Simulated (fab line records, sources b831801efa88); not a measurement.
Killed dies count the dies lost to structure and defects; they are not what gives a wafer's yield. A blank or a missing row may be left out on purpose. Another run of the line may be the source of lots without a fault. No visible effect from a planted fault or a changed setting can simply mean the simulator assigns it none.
Which tool is to blame? / flow gf180mcu / 12 lots with 36 wafers sampled at 5 steps, on a route of 602 steps

WHAT THE GAUGES READ, wafer by wafer
GF_V5_RS_MEAS_24: a four-point-probe measurement.
lot=L337; measured=day 27 05:54; on=film_metro-04; V5_W_RS (ohm/sq)=0.3292 0.3266 0.3229
lot=L339; measured=day 28 04:21; on=film_metro-02; V5_W_RS (ohm/sq)=0.3254 0.3239 0.3267
lot=L342; measured=day 29 03:53; on=film_metro-04; V5_W_RS (ohm/sq)=0.3294 0.3297 0.3325
lot=L343; measured=day 29 05:49; on=film_metro-02; V5_W_RS (ohm/sq)=0.3296 0.3282 0.3245
lot=L346; measured=day 30 01:38; on=film_metro-04; V5_W_RS (ohm/sq)=0.3258 0.3216 0.3272
lot=L350; measured=day 31 02:57; on=film_metro-01; V5_W_RS (ohm/sq)=0.3269 0.3250 0.3239
lot=L353; measured=day 32 02:03; on=film_metro-01; V5_W_RS (ohm/sq)=0.3222 0.3203 0.3225
lot=L355; measured=day 32 13:41; on=film_metro-02; V5_W_RS (ohm/sq)=0.3177 0.3198 0.3229
lot=L357; measured=day 33 00:28; on=film_metro-04; V5_W_RS (ohm/sq)=0.3268 0.3274 0.3253
lot=L356; measured=day 33 02:05; on=film_metro-01; V5_W_RS (ohm/sq)=0.3254 0.3256 0.3261
lot=L358; measured=day 33 03:45; on=film_metro-01; V5_W_RS (ohm/sq)=0.3266 0.3241 0.3290
lot=L360; measured=day 33 16:26; on=film_metro-01; V5_W_RS (ohm/sq)=0.3262 0.3259 0.3232

GF_TOP_METAL_RS_MEAS_05: a four-point-probe measurement.
lot=L337; measured=day 27 06:36; on=film_metro-01; TOP_METAL_ALCU_RS (ohm/sq)=0.0327 0.0327 0.0327
lot=L339; measured=day 28 05:04; on=film_metro-04; TOP_METAL_ALCU_RS (ohm/sq)=0.0320 0.0326 0.0323
lot=L342; measured=day 29 04:35; on=film_metro-04; TOP_METAL_ALCU_RS (ohm/sq)=0.0332 0.0328 0.0333 0.0331 0.0328 0.0333
lot=L343; measured=day 29 06:31; on=film_metro-04; TOP_METAL_ALCU_RS (ohm/sq)=0.0332 0.0330 0.0334 0.0332 0.0330 0.0334
lot=L346; measured=day 30 02:20; on=film_metro-04; TOP_METAL_ALCU_RS (ohm/sq)=0.0331 0.0331 0.0334
lot=L350; measured=day 31 03:39; on=film_metro-04; TOP_METAL_ALCU_RS (ohm/sq)=0.0327 0.0328 0.0331
lot=L353; measured=day 32 02:56; on=film_metro-04; TOP_METAL_ALCU_RS (ohm/sq)=0.0334 0.0328 0.0336
lot=L355; measured=day 32 14:23; on=film_metro-04; TOP_METAL_ALCU_RS (ohm/sq)=0.0326 0.0324 0.0331
lot=L357; measured=day 33 01:10; on=film_metro-03; TOP_METAL_ALCU_RS (ohm/sq)=0.0324 0.0322 0.0323
lot=L356; measured=day 33 02:47; on=film_metro-01; TOP_METAL_ALCU_RS (ohm/sq)=0.0332 0.0327 0.0333
lot=L358; measured=day 33 04:27; on=film_metro-03; TOP_METAL_ALCU_RS (ohm/sq)=0.0327 0.0329 0.0329
lot=L360; measured=day 33 17:08; on=film_metro-04; TOP_METAL_ALCU_RS (ohm/sq)=0.0330 0.0323 0.0325

WHICH TOOL RAN EACH LOT (tool, then ch and the chambers of the sampled wafers, then the start)
lot=L337; GF_V5_CMP_04=cmp-01 ch 0,1,3, day 26 08:01; GF_V5_ETCH_17=rie_diel-02 ch 0,3, day 27 05:54 or earlier; GF_TOP_METAL_SPUTTER_01=pvd_sputter-01, day 27 06:29
lot=L339; GF_V5_CMP_04=cmp-01 ch 0,2,3, day 27 07:24; GF_V5_ETCH_17=rie_diel-01 ch 1,2,3, day 28 04:21 or earlier; GF_TOP_METAL_SPUTTER_01=pvd_sputter-01, day 28 04:56
lot=L342; GF_V5_CMP_04=cmp-02 ch 1,2, day 28 06:27; GF_V5_ETCH_17=rie_diel-01 ch 1,2, day 29 03:53 or earlier; GF_TOP_METAL_SPUTTER_01=pvd_sputter-02, day 29 04:26
lot=L343; GF_V5_CMP_04=cmp-01 ch 1,3, day 28 09:13; GF_V5_ETCH_17=rie_diel-02 ch 0,2, day 29 05:49 or earlier; GF_TOP_METAL_SPUTTER_01=pvd_sputter-01, day 29 06:23
lot=L346; GF_V5_CMP_04=cmp-01 ch 0,2,3, day 29 04:40; GF_V5_ETCH_17=rie_diel-04 ch 0,1,2, day 30 01:38 or earlier; GF_TOP_METAL_SPUTTER_01=pvd_sputter-01, day 30 02:13
lot=L350; GF_V5_CMP_04=cmp-02 ch 0,3, day 30 07:12; GF_V5_ETCH_17=rie_diel-01 ch 1,2,3, day 31 02:57 or earlier; GF_TOP_METAL_SPUTTER_01=pvd_sputter-01, day 31 03:32
lot=L353; GF_V5_CMP_04=cmp-02 ch 1,3, day 31 07:32; GF_V5_ETCH_17=rie_diel-04 ch 0,2,3, day 32 02:03 or earlier; GF_TOP_METAL_SPUTTER_01=pvd_sputter-02, day 32 02:49
lot=L355; GF_V5_CMP_04=cmp-01 ch 0,3, day 31 20:02; GF_V5_ETCH_17=rie_diel-02 ch 0,1,2, day 32 13:41 or earlier; GF_TOP_METAL_SPUTTER_01=pvd_sputter-02, day 32 14:15
lot=L357; GF_V5_CMP_04=cmp-02 ch 0,3, day 32 06:32; GF_V5_ETCH_17=rie_diel-04 ch 0,1, day 33 00:28 or earlier; GF_TOP_METAL_SPUTTER_01=pvd_sputter-03, day 33 01:01
lot=L356; GF_V5_CMP_04=cmp-01 ch 1,3, day 32 08:17; GF_V5_ETCH_17=rie_diel-04 ch 2,3, day 33 02:05 or earlier; GF_TOP_METAL_SPUTTER_01=pvd_sputter-02, day 33 02:37
lot=L358; GF_V5_CMP_04=cmp-02 ch 0,2,3, day 32 09:54; GF_V5_ETCH_17=rie_diel-04 ch 2,3, day 33 03:45 or earlier; GF_TOP_METAL_SPUTTER_01=pvd_sputter-01, day 33 04:20
lot=L360; GF_V5_CMP_04=cmp-01 ch 0,2,3, day 32 23:24; GF_V5_ETCH_17=rie_diel-02 ch 0,3, day 33 16:26 or earlier; GF_TOP_METAL_SPUTTER_01=pvd_sputter-02, day 33 16:59
- GF_V5_CMP_04: polishes SiO2.
- GF_V5_ETCH_17: etches SiO2 in C4F8/O2/Ar, stops on TiN, target depth 855 nm.
- GF_TOP_METAL_SPUTTER_01: material TiN, target thk 30 nm, time 25 s.

AS READ BY THE TOOLS THEMSELVES (means over the sampled wafers that have a number; for cases with no such wafer, the mark the record gives instead)
GF_V5_CMP_04.
lot=L337; tool=cmp-01; edge_zone_pressure_frac=0.997; motor_current_A (A)=12.3; slurry_filter_dp_kPa (kPa)=13.34
lot=L339; tool=cmp-01; edge_zone_pressure_frac=0.996; motor_current_A (A)=11.4; slurry_filter_dp_kPa (kPa)=13.44
lot=L342; tool=cmp-02; edge_zone_pressure_frac=1.004; motor_current_A (A)=11.2; slurry_filter_dp_kPa (kPa)=13.47
lot=L343; tool=cmp-01; edge_zone_pressure_frac=1.004; motor_current_A (A)=12.0; slurry_filter_dp_kPa (kPa)=13.43
lot=L346; tool=cmp-01; edge_zone_pressure_frac=1.004; motor_current_A (A)=11.4; slurry_filter_dp_kPa (kPa)=13.58
lot=L350; tool=cmp-02; edge_zone_pressure_frac=0.997; motor_current_A (A)=11.1; slurry_filter_dp_kPa (kPa)=13.54
lot=L353; tool=cmp-02; edge_zone_pressure_frac=0.996; motor_current_A (A)=11.0; slurry_filter_dp_kPa (kPa)=13.44
lot=L355; tool=cmp-01; edge_zone_pressure_frac=0.999; motor_current_A (A)=11.9; slurry_filter_dp_kPa (kPa)=13.61
lot=L357; tool=cmp-02; edge_zone_pressure_frac=0.998; motor_current_A (A)=11.5; slurry_filter_dp_kPa (kPa)=13.36
lot=L356; tool=cmp-01; edge_zone_pressure_frac=0.997; motor_current_A (A)=12.6; slurry_filter_dp_kPa (kPa)=13.45
lot=L358; tool=cmp-02; edge_zone_pressure_frac=1.001; motor_current_A (A)=11.9; slurry_filter_dp_kPa (kPa)=13.48
lot=L360; tool=cmp-01; edge_zone_pressure_frac=0.998; motor_current_A (A)=11.3; slurry_filter_dp_kPa (kPa)=13.52

GF_V5_ETCH_17.
lot=L337; tool=rie_diel-02; oes_product_au (a.u.)=0.858
lot=L339; tool=rie_diel-01; oes_product_au (a.u.)=0.862
lot=L342; tool=rie_diel-01; oes_product_au (a.u.)=0.857
lot=L343; tool=rie_diel-02; oes_product_au (a.u.)=0.859
lot=L346; tool=rie_diel-04; oes_product_au (a.u.)=0.856
lot=L350; tool=rie_diel-01; oes_product_au (a.u.)=0.863
lot=L353; tool=rie_diel-04; oes_product_au (a.u.)=0.861
lot=L355; tool=rie_diel-02; oes_product_au (a.u.)=0.859
lot=L357; tool=rie_diel-04; oes_product_au (a.u.)=0.860
lot=L356; tool=rie_diel-04; oes_product_au (a.u.)=0.865
lot=L358; tool=rie_diel-04; oes_product_au (a.u.)=0.862
lot=L360; tool=rie_diel-02; oes_product_au (a.u.)=0.859

GF_TOP_METAL_SPUTTER_01.
lot=L337; tool=pvd_sputter-01; cathode_dc_power_W (W)=6500.5; chamber_pressure_pa (Pa)=0.4004; throttle_valve_pct (%)=31.1
lot=L339; tool=pvd_sputter-01; cathode_dc_power_W (W)=6499.7; chamber_pressure_pa (Pa)=0.3995; throttle_valve_pct (%)=31.0
lot=L342; tool=pvd_sputter-02; cathode_dc_power_W (W)=-; chamber_pressure_pa (Pa)=-; throttle_valve_pct (%)=-
lot=L343; tool=pvd_sputter-01; cathode_dc_power_W (W)=-; chamber_pressure_pa (Pa)=-; throttle_valve_pct (%)=-
lot=L346; tool=pvd_sputter-01; cathode_dc_power_W (W)=6498.8; chamber_pressure_pa (Pa)=0.3997; throttle_valve_pct (%)=31.0
lot=L350; tool=pvd_sputter-01; cathode_dc_power_W (W)=6500.1; chamber_pressure_pa (Pa)=0.3995; throttle_valve_pct (%)=28.9
lot=L353; tool=pvd_sputter-02; cathode_dc_power_W (W)=6500.0; chamber_pressure_pa (Pa)=0.3999; throttle_valve_pct (%)=29.7
lot=L355; tool=pvd_sputter-02; cathode_dc_power_W (W)=6500.2; chamber_pressure_pa (Pa)=0.3995; throttle_valve_pct (%)=30.3
lot=L357; tool=pvd_sputter-03; cathode_dc_power_W (W)=6499.1; chamber_pressure_pa (Pa)=0.4011; throttle_valve_pct (%)=30.7
lot=L356; tool=pvd_sputter-02; cathode_dc_power_W (W)=6500.2; chamber_pressure_pa (Pa)=0.4003; throttle_valve_pct (%)=30.1
lot=L358; tool=pvd_sputter-01; cathode_dc_power_W (W)=6500.5; chamber_pressure_pa (Pa)=0.3998; throttle_valve_pct (%)=30.9
lot=L360; tool=pvd_sputter-02; cathode_dc_power_W (W)=6499.4; chamber_pressure_pa (Pa)=0.4000; throttle_valve_pct (%)=30.7

THE ANSWER, worked out from the rows above alone
Rule: usual is defined by the lots themselves. The widest of any qualifying gaps counts: lots, ordered by their means at a reading, are off when they make up no more than a third of the lots, leave a main group of 4 or more, and stand apart from it by 3 or more times the standard deviation of that group's means. If all means in a main group match to the digits the tables above print for the reading, that group is not used. Also off: a lot with no number at a reading for which 4 or more lots have one. All remaining lots with rows at the step are treated as sound. Order of review: gauges by route order, followed by the tools' own readings, for which a lot's mean as printed above is used. At the first step where some lot is off, the reading lying furthest off is the one used; lots without a number count as furthest.
Off, at GF_TOP_METAL_SPUTTER_01 on cathode_dc_power_W: L342, L343. Without a number there: L342, L343. The main group: mean 6499.9 W, standard deviation 0.55.
A tool fits if, at that step or a process step before it, it ran every lot that is off, and no sound lot after the first of them. With no start given for some of its lots, GF_V5_ETCH_17 uses the hours and lot order of GF_V5_RS_MEAS_24. Not one of the candidates tried fits.

WHAT THE SIMULATOR HAD PUT IN
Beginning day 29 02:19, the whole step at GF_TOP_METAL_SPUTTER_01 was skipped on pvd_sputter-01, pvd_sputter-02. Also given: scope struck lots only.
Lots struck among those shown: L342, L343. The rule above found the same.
